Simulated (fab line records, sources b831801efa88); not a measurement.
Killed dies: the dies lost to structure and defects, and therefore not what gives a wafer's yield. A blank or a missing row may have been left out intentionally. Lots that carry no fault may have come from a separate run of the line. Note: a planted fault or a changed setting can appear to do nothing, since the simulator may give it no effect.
Tool commonality check    flow gf180mcu    Sample size 12 lots and 36 wafers

== REASON IT WAS OPENED ==
At GF_NSD_TW_MEAS_12 the reading NSD_TW is flagged on 1 of 12 lots. Wafers without a fault read 4236, standard deviation 19.
Rule: flag the lot when none of its wafers has a number, or when each of its wafers that has one lies beyond 4 standard deviations from that mean. The other lots count as sound.

lot   measured      on            NSD_TW, wafer by wafer  flag
L867  day 13 23:10  filmMetro-04  4270 4254 4251          
L870  day 15 02:46  filmMetro-04  4263 4261 4258          
L875  day 16 22:25  filmMetro-04  30 30 30                FLAGGED
L876  day 17 07:53  filmMetro-01  4228 4223 4238          
L878  day 17 16:28  filmMetro-04  4242 4242 4259          
L879  day 18 05:35  filmMetro-04  4248 4255 4241          
L881  day 19 01:35  filmMetro-01  4236 4251 4234          
L882  day 19 07:01  filmMetro-03  4238 4247 4242          
L883  day 19 13:14  filmMetro-01  4222 4218 4221          
L885  day 20 14:10  filmMetro-04  4226 4222 4239          
L887  day 20 17:01  filmMetro-04  4207 4220 4248          
L889  day 21 14:59  filmMetro-04  4259 4249 4244          
The numbers of the flagged lots are 30 on average: -4206 against the usual, or -99 or more standard deviations.

== EACH LOT AND THE TOOL IT RAN ON ==
The record keeps 1 process step preceding the reading, out of 602 steps on the route. Read each cell as the tool, then ch plus the chambers that the sampled wafers visited, then the start.
lot   flag     GF_NSD_EXPOSE_04
L867           ilineStepper-01 ch 0, day 13 12:27
L870           ilineStepper-01 ch 0, day 14 16:05
L875  FLAGGED  ilineStepper-02 ch 0, day 16 10:53
L876           ilineStepper-02 ch 0, day 16 19:34
L878           ilineStepper-02 ch 0, day 17 04:47
L879           ilineStepper-01 ch 0, day 17 17:22
L881           ilineStepper-02 ch 0, day 18 12:49
L882           ilineStepper-02 ch 0, day 18 18:16
L883           ilineStepper-01 ch 0, day 19 00:46
L885           ilineStepper-02 ch 0, day 20 02:05
L887           ilineStepper-02 ch 0, day 20 04:33
L889           ilineStepper-02 ch 0, day 21 02:34
What the steps here do:
- GF_NSD_EXPOSE_04: exposes mask Nplus, target cd 400 nm.
- GF_NSD_TW_MEAS_12

== FLAGGED OVER TOTAL, TOOL BY TOOL (the gauges that took the reading come last) ==
step               tool             lots run  flagged  share of the flagged lots  sound lots run after its first flagged lot
GF_NSD_EXPOSE_04   ilineStepper-01  4         0        none                       -
GF_NSD_EXPOSE_04   ilineStepper-02  8         1        all                        7 (L876,L878,L881,L882,L885,L887,L889)
GF_NSD_TW_MEAS_12  filmMetro-01     3         0        none                       -
GF_NSD_TW_MEAS_12  filmMetro-03     1         0        none                       -
GF_NSD_TW_MEAS_12  filmMetro-04     8         1        all                        5 (L878,L879,L885,L887,L889)

== WHAT IS ALLOWED BY THE TABLE ==
Rows of the table that ran all the flagged lots, 2 in number: ilineStepper-02 at GF_NSD_EXPOSE_04; filmMetro-04 at GF_NSD_TW_MEAS_12.
- ilineStepper-02 at GF_NSD_EXPOSE_04 ran 8 lots, 1 of them flagged. Sound lots ran on it after the first flagged one (L876, L878, L881, L882, L885, L887, L889), which a lasting fault on the whole tool wouldn't allow.
- filmMetro-04 at GF_NSD_TW_MEAS_12 ran 8 lots, 1 of them flagged. Sound lots ran on it after the first flagged one (L878, L879, L885, L887, L889), which a lasting fault on the whole tool wouldn't allow.
Every row of the table either missed a flagged lot or ran a sound lot after the first.

== WHAT THE SIMULATOR HAD INSERTED ==
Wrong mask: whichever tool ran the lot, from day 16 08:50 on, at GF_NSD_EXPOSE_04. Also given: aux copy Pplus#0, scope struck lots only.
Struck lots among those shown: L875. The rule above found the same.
